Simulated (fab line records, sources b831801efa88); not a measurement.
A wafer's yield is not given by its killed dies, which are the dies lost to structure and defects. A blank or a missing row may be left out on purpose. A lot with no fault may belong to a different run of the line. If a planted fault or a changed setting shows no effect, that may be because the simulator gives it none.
8D (eight disciplines) problem report, filled in by code || flow sky130 || the parts of the form that need people (team, actions taken, sign-off) are left out

== 1. PROBLEM STATEMENT ==
Wafers without a fault read 3.5, standard deviation 1.9; killed_at_M4_up at SKY_PAD_OPEN_PROBE_99 reads a mean of 34.3 on 3 wafers belonging to 2 lots. That puts it +16 standard deviations away from the usual mean.
First seen on wafer L434.3, day 48 22:46, on prober-02. At this step, 6 wafers from 2 lots have a number in the record. Rule for "out", or "out of limits": more than 4 standard deviations from the usual mean. Any other wafer with a number is counted as sound.

== 2. WHAT IT IS AND WHAT IT IS NOT ==
{"question": "which readings at this step", "is": "killed_at_M4_up", "is not": "killed-at-contacts, killed-at-front-end, killed-short, sort_bin_6_memory"}
{"question": "which lots", "is": "L434, L435", "is not": "-"}
{"question": "which wafers of those lots", "is": "L434.3, L434.6, L435.6", "is not": "L434.5, L435.3, L435.5"}
{"question": "read on which tools", "is": "prober-01, prober-02", "is not": "-"}
{"question": "when", "is": "from day 48 22:46", "is not": "up to then (0 sound wafers); but 3 sound wafers of L434, L435 came after"}

== 3. WHAT RULES OUT EACH SUSPECT ==
Counting: if a tool at a process step up to the reading ran every lot that is out, it stays a suspect. Sound lots after the first of them don't rule it out here, since some wafers of a struck lot are sound.
- rie-metal-03 at SKY_METAL5_DESCUM_14 (chemistry O2, time 11 s): kept. It ran every lot that is out, first L434 (day 47 04:00).
- rie-metal-03 at SKY_METAL5_METAL_ETCH_15 (etches the open film in Cl2/BCl3, stops on SiO2, target depth 1260 nm, time 252 s): kept. It ran every lot that is out, first L434 (day 47 04:06).
- Within rie-metal-03 at SKY_METAL5_DESCUM_14, the wafers that are out were processed in chamber 1 and their sound lot-mates in chamber 0.
- Within rie-metal-03 at SKY_METAL5_METAL_ETCH_15, the wafers that are out were processed in chamber 1 and their sound lot-mates in chamber 0.
After counting, rie-metal-03 at SKY_METAL5_DESCUM_14 and rie-metal-03 at SKY_METAL5_METAL_ETCH_15 remain.

== 4. THE CAUSE (what the simulator had put in) ==
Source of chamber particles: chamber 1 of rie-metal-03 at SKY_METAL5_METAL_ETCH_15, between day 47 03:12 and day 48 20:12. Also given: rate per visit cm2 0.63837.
Of the 2 suspects that counting leaves, this tool is one.

== 5. THE CHAIN OF EFFECTS, in route order ==
Rows list readings where the struck wafers' mean (over those with a number) sits beyond 3 standard deviations from the usual. Readings are gone through only where the record gives a usual standard deviation; hours: the median, over the lots, of the time from a lot's start at the first step in this table giving one to that lot's start at this step; sigmas: the change measured in usual standard deviations.
{"hours": 0, "step": "SKY_PAD_OPEN_PROBE_99", "reading": "killed_at_M4_up", "usual": 3.5, "on struck wafers": 34.3, "change": "+30.8", "sigmas": "+16"}
{"hours": 0, "step": "SKY_PAD_OPEN_PROBE_99", "reading": "sort_bin_3_pad_short", "usual": "0.9 %", "on struck wafers": 2.8, "change": "+1.9", "sigmas": "+4.8"}
The process steps in it:
- SKY_PAD_OPEN_PROBE_99

== 6. HOW IT WOULD HAVE BEEN CAUGHT EARLIER ==
44 hours passed between the start of the fault at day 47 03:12 and the first reading out of limits in this record, taken at day 48 22:46.
No tool reading at SKY_METAL5_METAL_ETCH_15 that has a usual standard deviation in the record was out on any struck wafer, so an alarm limit of 4 standard deviations on those readings would not have fired.
Each of the lots that are out, 2 in all, had begun SKY_METAL5_METAL_ETCH_15 on rie-metal-03 no later than day 48 22:46. Holding the tool at that point would not have protected any of them.
